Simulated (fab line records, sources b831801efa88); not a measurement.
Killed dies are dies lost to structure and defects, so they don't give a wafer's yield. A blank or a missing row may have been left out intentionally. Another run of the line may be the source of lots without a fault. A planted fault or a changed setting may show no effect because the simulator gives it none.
Comparing a struck lot with a sound one + flow sky130 + 15 steps out of a route of 708
Sound: wafers L643.1, L643.5, L643.6. Wafers struck: L641.2, L641.5, L641.6. The cause is given at the end.
Each step with rows lists, per side, the tool, then ch with its chambers, then its first start. Under that, the readings that differ: sound wafers + struck wafers + difference of the means + sigmas: that difference in standard deviations of wafers without a fault.
alike: readings whose means differ by less than 2 such deviations, and words and numbers that are the same on both sides. not compared: withheld readings, readings that some wafer has no value for, bounds like >300 that may hide the same value, and numbers for which the record gives no deviation and whose values overlap.
A row with sigmas, a row that says differs or no value, or rows on one side alone: a step with any of these is where the two part. Numbers that have no deviation but don't overlap get no sigmas and don't part them. Lack of a reading on every wafer of one side parts them only where that side has two or more wafers.

first, 3 steps without rows for these wafers: SKY_SONOS_ONO_WET_ETCH_18 (etches Si3N4 in H3PO4, target depth 15 nm, time 172 s); SKY_GATE_OXIDE_CLEAN_00 (cleans in SC1/SC2, time 150 s); SKY_GATE_OXIDE_OXIDATION_01 (stabilise 600 s, purge 300 s, target thk 10.268 nm).
SKY_GATE_OXIDE_THK_MEAS_02:
  sound: film metro-02 at day 16 09:31; struck: film metro-02 at day 15 04:02
| reading                          | sound           | struck            | difference | sigmas |
|----------------------------------|-----------------|-------------------|------------|--------|
| GATE_OXIDE_OXIDATION_00_THK (nm) | 9.94 10.08 9.86 | 10.36 10.43 10.46 | +0.46      | +2     |
then, 7 steps without rows for these wafers: SKY_GATE_OXIDE_DEHYDRATE_03 (time 60 s); SKY_GATE_OXIDE_HMDS_04 (prime time 60 s); SKY_GATE_OXIDE_COAT_05 (resist thk 1140 nm); SKY_GATE_OXIDE_SOFTBAKE_06 (time 60 s); SKY_GATE_OXIDE_EXPOSE_07 (exposes mask LVOM, target cd 600 nm); SKY_GATE_OXIDE_PEB_08; SKY_GATE_OXIDE_DEVELOP_09 (develop time 60 s).
SKY_GATE_OXIDE_OVL_MEAS_10:
  sound: overlay-01 at day 17 12:04; struck: overlay-01 at day 16 07:17
  alike: GATE_OXIDE_OVL
SKY_GATE_OXIDE_IMPLANT_11:
  sound on implanter-04 ch 0, day 17 12:06; struck on implanter-03 ch 0, day 16 07:21
| reading                   | sound              | struck            | difference | sigmas      |
|---------------------------|--------------------|-------------------|------------|-------------|
| beam energy keV           | 9.992 10.002 9.998 | 9.331 9.330 9.326 | -0.668     | -99 or more |
| model.implant.rp nm (nm)  | 31.9 31.9 31.9     | 30.86 30.86 30.86 | -1.04      |             |
| model.implant.drp nm (nm) | 17.11 17.11 17.11  | 16.3 16.3 16.3    | -0.8       |             |
then, 1 step without rows for these wafers: SKY_GATE_OXIDE_WET_ETCH_12 (etches SiO2 in dHF, target depth 16.8 nm, time 336 s).
-- a jump in the record: the struck wafers' starts before and after are 31 days apart (it breaks off in module GATE_OXIDE and resumes in module PAD_OPEN, where the first step shown is number 708 of the route) --
SKY_PAD_OPEN_PROBE_99:
  sound: prober-01 at day 48 09:28; struck: prober-01 at day 47 12:46
| reading                                  | sound                | struck              | difference | sigmas |
|------------------------------------------|----------------------|---------------------|------------|--------|
| model.etest.pfet_01v8_lvt.off log10 a um | -8.799 -9.088 -8.875 | -9.11 -9.172 -9.147 | -0.22      |        |
  alike: killed_at_M0_to_M3, killed_at_M4_up, killed at contacts, killed at front end, killed at other, killed dies, killed open, killed short

WHERE THEY PART
Earliest at SKY_GATE_OXIDE_THK_MEAS_02; latest, in this record, at SKY_GATE_OXIDE_IMPLANT_11. Later steps at which nothing parts them and some readings are alike: SKY_PAD_OPEN_PROBE_99.

WHY: the cause the simulator had injected
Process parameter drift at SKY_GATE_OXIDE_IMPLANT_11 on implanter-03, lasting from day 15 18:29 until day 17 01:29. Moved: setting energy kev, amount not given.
